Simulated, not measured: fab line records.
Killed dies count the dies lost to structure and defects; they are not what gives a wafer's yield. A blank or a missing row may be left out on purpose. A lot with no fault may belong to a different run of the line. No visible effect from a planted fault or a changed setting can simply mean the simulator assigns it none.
The same fault as seen by 2 desks	flow gf180mcu	numbers are kept per desk, each desk with only its own; the story behind them comes last

== FOR THE TOOL OWNER'S DESK: implanter-02 ==
The tool's own readings at GF_NSD_IMPLANT_10, given as means over the sampled wafers that have a number, one for each lot that went through this tool. Any lot whose mean is over 4 standard deviations away from the usual mean is out of limits and marked OUT; that distance is given in the brackets.
Columns: A = beam_energy_keV at GF_NSD_IMPLANT_10, usual 40.001; B = dose_ions_cm2 at GF_NSD_IMPLANT_10, usual 4.999e+14; C = faraday_current_uA at GF_NSD_IMPLANT_10, usual 2794
lot	first seen here	A	B	C
L969	day 13 16:35	40.015	4.995e+14	2795
L975	day 15 17:16	39.996	5.000e+14	2809
L978	day 16 18:31	40.004	5.007e+14	2797
L983	day 18 21:08	39.997	3.945e+14 (-99 or more) OUT	2172 (-12) OUT
L985	day 19 06:33	39.999	3.945e+14 (-99 or more) OUT	2193 (-11) OUT
This desk's finding: out of limits on L983, L985; first on L983, day 18 21:08 (dose_ions_cm2 at GF_NSD_IMPLANT_10). L969, L975, L978: within limits.

== FROM THE METROLOGY DESK ==
Means of the sampled wafers that have a number, per lot and without regard to the tool the lot ran on: this is what the gauges read. Any lot whose mean is over 4 standard deviations away from the usual mean is out of limits and marked OUT; that distance is given in the brackets.
Columns: A = HV_LDD_02_OVL at GF_HV_LDD_OVL_MEAS_32, usual 0.8 nm; B = HV_LDD_RS at GF_HV_LDD_RS_MEAS_53, usual 418.1 ohm/sq; C = NSD_RS at GF_PSD_RS_MEAS_14, usual 46.11 ohm/sq; D = SAB_OVL at GF_SAB_OVL_MEAS_10, usual 0.1 nm
lot	first seen here	A	B	C	D
L968	day 11 11:02	-0.2	419.1	46.11	0.3
L969	day 11 20:10	-2.0	417.7	46.08	1.0
L970	day 12 01:28	0.1	417.9	45.99	-1.3
L974	day 13 14:12	0.5	418.6	46.12	1.4
L975	day 13 17:38	0.3	418.2	46.08	-0.4
L978	day 14 17:36	3.2	418.2	46.10	-1.5
L982	day 16 14:06	-0.6	417.0	46.20	-0.2
L983	day 16 18:40	1.4	418.5	47.50 (+16) OUT	1.2
L985	day 17 03:11	0.7	417.6	47.43 (+15) OUT	0.8
L987	day 17 21:11	-0.7	420.1	46.21	-0.4
L990	day 18 13:22	-0.7	418.7	46.13	2.0
L991	day 19 00:16	1.5	416.7	46.11	-0.1
This desk's finding: out of limits on L983, L985; first on L983, day 19 22:19 (NSD_RS at GF_PSD_RS_MEAS_14). L968, L969, L970, L974, L975, L978, L982, L987, L990, L991: within limits.

== BROUGHT TOGETHER ==
The tool owner's desk had the chance to raise an alarm at day 18 21:08 on L983, L985.
An alarm was possible from the metrology desk at day 19 22:19, on L983, L985.
GF_NSD_IMPLANT_10 was run on implanter-02 by each of the lots named.

== WHAT THE SIMULATOR HAD INSERTED ==
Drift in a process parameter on implanter-02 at GF_NSD_IMPLANT_10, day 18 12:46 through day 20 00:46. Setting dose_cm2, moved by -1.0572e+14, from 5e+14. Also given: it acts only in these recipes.
Shown lots that were struck: L983, L985.
Delay (hours) between the fault's onset and each desk's first out-of-limits reading: 8 at the tool owner's desk, 34 at the metrology desk.
